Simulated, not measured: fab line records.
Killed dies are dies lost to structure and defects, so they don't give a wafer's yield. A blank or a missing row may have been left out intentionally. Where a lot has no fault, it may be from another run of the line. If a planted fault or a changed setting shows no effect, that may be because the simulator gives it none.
Struck lot and sound lot, side by side + flow gf180mcu + 28 steps out of a route of 602
Sound: wafers L805.2, L805.3, L805.4. Struck: wafer L795.5. (L795.3 of the same lot was not struck and is left out.) The cause comes at the end.
Each step with rows lists, per side, the tool, then ch with its chambers, then its first start. Under that, the readings that differ: sound wafers + struck wafers + difference of the means + sigmas: that difference in standard deviations of wafers without a fault.
alike: readings with means less than 2 such deviations apart, plus words and numbers identical on both sides. not compared: withheld readings, readings lacking a value on some wafer, bounds such as >300 that could conceal the same value, and numbers that have no deviation in the record and whose values overlap.
The two part at a step that has a row with sigmas, a row that says differs or no value, or rows on one side only. When numbers do not overlap yet have no deviation, they are printed without sigmas and do not part them. A reading that every wafer of one side lacks parts them only if that side has two wafers or more.

first, 8 steps without rows for these wafers: GF_M2_PEB_12 (peb time 90 s); GF_M2_DEVELOP_13 (develop time 60 s); GF_M2_METAL_ETCH_16 (etches the open film in Cl2/BCl3, stops on SiO2, target depth 750.8 nm, time 125.1 s); GF_M2_STRIP_17 (strips in O2/N2); GF_M2_STRIP_18 (strips in post etch residue remover, time 1200 s); GF_M2_CLEAN_19 (cleans in DIW); GF_V2_CVD_00 (deposits SiO2, target thk 600 nm, time 100 s); GF_V2_CVD_02 (deposits SiO2 from TEOS, target thk 850 nm, time 94.851 s).
GF_V2_CMP_04: polishes SiO2.
  sound on cmp-01 ch 0,1,2, day 26 16:59; struck on cmp-02 ch 1, day 23 20:57
| reading                            | sound             | struck | difference | sigmas |
|------------------------------------|-------------------|--------|------------|--------|
| motorCurrentA (A)                  | 10.6 11.2 10.8    | 12.7   | +1.8       | +2     |
| timeToEndpointS (s)                | 73 80 78          | 54     | -23        | -4     |
| model.SiO2_of_V2_CVD_02.thkNm (nm) | 632.3 633.6 634.6 | 695.4  | +61.9      |        |
  alike: slurryFilterDpKPa
GF_V2_BOW_MEAS_05:
  sound on filmMetro-04, day 26 17:19; struck on filmMetro-02, day 23 21:35
  not compared: hold, V2_BOW
then, 8 steps without rows for these wafers: GF_V2_HMDS_07 (prime time 60 s); GF_V2_COAT_08; GF_V2_COAT_09 (resist thk 1000 nm); GF_V2_SOFTBAKE_10 (time 60 s); GF_V2_EXPOSE_11 (exposes mask Via2, target cd 260 nm); GF_V2_PEB_12 (peb time 90 s); GF_V2_DEVELOP_13 (develop time 60 s); GF_V2_ETCH_16 (etches BARC in N2/H2).
GF_V2_ETCH_17: etches SiO2 in C4F8/O2/Ar, stops on TiN, target depth 630 nm.
  sound on rieDiel-01 ch 0,2,3; struck on rieDiel-04 ch 0
| reading                      | sound             | struck | difference | sigmas |
|------------------------------|-------------------|--------|------------|--------|
| oesProductAu (a.u.)          | 0.851 0.856 0.858 | 0.908  | +0.053     | +10    |
| model.etch.depthNm (nm)      | 632.3 633.6 634.6 | 695.4  | +61.9      |        |
| model.V2.featureDepthNm (nm) | 632.3 633.6 634.6 | 695.4  | +61.9      |        |
then, 6 steps without rows for these wafers: GF_V2_STRIP_18 (strips in O2/N2); GF_V2_STRIP_19 (strips in post etch residue remover, time 1200 s); GF_V2_CLEAN_20 (cleans in DIW); GF_V2_SPUTTER_21 (material Ti, target thk 15 nm, time 80.02 s); GF_V2_SPUTTER_22 (material TiN, target thk 10 nm, time 40 s); GF_V2_CVD_23 (deposits W, target thk 350 nm, time 104.94 s).
GF_V2_CMP_26: polishes, stops on SiO2, t overpolish 15 s, target thk 0 nm.
  sound on cmp-01 ch 0,1,2, day 27 15:29; struck on cmp-01 ch 3, day 24 21:02
| reading                            | sound             | struck | difference | sigmas |
|------------------------------------|-------------------|--------|------------|--------|
| model.SiO2_of_V2_CVD_02.thkNm (nm) | 628.5 629.8 630.9 | 691.6  | +61.9      |        |
  alike: motorCurrentA, slurryFilterDpKPa
then, 2 steps without rows for these wafers: GF_M3_SPUTTER_00 (material Ti, target thk 37.5 nm, time 150 s); GF_PASSIVATION_PROBE_99.

== WHERE THEY PART ==
First at GF_V2_CMP_04; last, within this record, at GF_V2_ETCH_17. Later steps at which nothing parts them and some readings are alike: GF_V2_CMP_26.

WHY: what had been put in by the simulator
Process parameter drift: cmp-02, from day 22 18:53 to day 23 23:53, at GF_V2_CMP_04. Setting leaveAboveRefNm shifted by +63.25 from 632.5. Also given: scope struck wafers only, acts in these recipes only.
